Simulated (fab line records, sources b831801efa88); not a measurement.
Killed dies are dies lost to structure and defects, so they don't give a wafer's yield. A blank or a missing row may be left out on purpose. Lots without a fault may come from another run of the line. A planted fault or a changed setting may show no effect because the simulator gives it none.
A struck lot beside a sound one | flow gf180mcu | 18 steps out of a route of 602
Sound: wafers L427.1, L427.3, L427.5. Struck: wafers L418.4, L418.6. (L418.5 of the same lot was not struck and is left out.) The cause comes at the end.
At each step with rows: each side's tool, then ch and its chambers, then its first start. Under that, the readings that differ: sound wafers | struck wafers | difference of the means | sigmas: that difference in standard deviations of wafers without a fault.
alike: readings whose means differ by less than 2 such deviations, and words and numbers that are the same on both sides. not compared: withheld readings, readings that some wafer has no value for, bounds like >300 that may hide the same value, and numbers for which the record gives no deviation and whose values overlap.
The two part at a step that has a row with sigmas, a row that says differs or no value, or rows on one side only. Numbers that don't overlap but have no deviation are shown without sigmas and don't part them. A reading that every wafer of one side lacks parts them only if that side has two wafers or more.

first, 3 steps without rows for these wafers: GF_V2_EXPOSE_11 (exposes mask Via2, target cd 260 nm); GF_V2_PEB_12 (peb time 90 s); GF_V2_DEVELOP_13 (develop time 60 s).
GF_V2_CD_MEAS_14: target cd 260 nm.
  sound on cd_sem-02, day 25 14:06; struck on cd_sem-01, day 22 11:16
  alike: cd_nm
GF_V2_OVL_MEAS_15:
  sound on overlay-01, day 25 14:13; struck on overlay-01, day 22 11:20
  alike: V2_OVL
then, 1 step without rows for these wafers: GF_V2_ETCH_16 (etches BARC in N2/H2).
GF_V2_ETCH_17: etches SiO2 in C4F8/O2/Ar, stops on TiN, target depth 630 nm.
  sound on rie_diel-03 ch 0,2,3; struck on rie_diel-01 ch 1
  alike: chamber_pressure_mTorr, oes_product_au
GF_V2_STRIP_18: strips in O2/N2.
  sound on plasma_asher-04 ch 0,1, day 25 14:23; struck on plasma_asher-03 ch 1, day 22 11:31
  reading            | sound       | struck  | difference | sigmas
  heater_power_w (W) | 338 288 283 | 372 375 | +70        | +3
  alike: chamber_pressure_mTorr, drypump_motor_current_A, oes_product_au
  not compared: rf_hours_counter_h
then, 2 steps without rows for these wafers: GF_V2_STRIP_19 (strips in post etch residue remover, time 1200 s); GF_V2_CLEAN_20 (cleans in DIW).
GF_V2_SPUTTER_21: material Ti, target thk 15 nm, time 80.02 s.
  sound on pvd_sputter-02, day 25 14:55; struck on pvd_sputter-03, day 22 12:01
  alike: throttle_valve_pct
GF_V2_SPUTTER_22: material TiN, target thk 10 nm, time 40 s.
  sound on pvd_sputter-02, day 25 14:59; struck on pvd_sputter-03, day 22 12:05
  alike: throttle_valve_pct
GF_V2_CVD_23: deposits W, target thk 350 nm, time 104.94 s.
  sound on cvd_w-02 ch 0,1, day 25 15:01; struck on cvd_w-01 ch 1, day 22 12:10
  reading                          | sound             | struck      | difference | sigmas
  model.W_of_V2_CVD_23.thk_nm (nm) | 360.1 348.9 356.6 | 528.5 526.9 | +172.5     |
  alike: heater_power_w
GF_V2_RS_MEAS_24: measures by four-point-probe.
  sound on film_metro-01, day 25 15:08; struck on film_metro-03, day 22 12:35
  reading          | sound             | struck      | difference | sigmas
  V2_W_RS (ohm/sq) | 0.318 0.328 0.322 | 0.216 0.217 | -0.106     | -15
  not compared: hold
GF_V2_THK_MEAS_25: measures by xrf.
  sound on film_metro-01, day 25 15:15; struck on film_metro-03, day 22 16:05
  reading       | sound       | struck  | difference | sigmas
  V2_W_THK (nm) | 380 364 372 | 562 554 | +186       | +22
  not compared: hold
GF_V2_CMP_26: polishes, stops on SiO2, t overpolish 15 s, target thk 0 nm.
  sound on cmp-01 ch 0,1,3, day 25 15:22; struck on cmp-02 ch 3, day 22 17:04
  reading                | sound    | struck                                            | difference                   | sigmas
  hold                   | - - -    | await_dispo/0.9h/release await_dispo/0.9h/release | no value on the sound wafers |
  time_to_endpoint_s (s) | 86 86 79 | 135 132                                           | +50                          | +10
  alike: motor_current_A
GF_M3_SPUTTER_00: material Ti, target thk 37.5 nm, time 150 s.
  sound on pvd_sputter-02, day 25 15:37; struck on pvd_sputter-03, day 22 17:19
  alike: throttle_valve_pct
-- the record jumps here: 8 days lie between the struck wafers' starts before and after (it left off in module M3 and takes up again in module PASSIVATION, whose first step shown is number 602 of the route) --
GF_PASSIVATION_PROBE_99:
  the record has rows for the struck wafers here (prober-01, day 30 18:34) and none for the sound ones

WHERE THEY PART
First at GF_V2_STRIP_18; last, within this record, at GF_PASSIVATION_PROBE_99.

WHY: what the simulator had put in
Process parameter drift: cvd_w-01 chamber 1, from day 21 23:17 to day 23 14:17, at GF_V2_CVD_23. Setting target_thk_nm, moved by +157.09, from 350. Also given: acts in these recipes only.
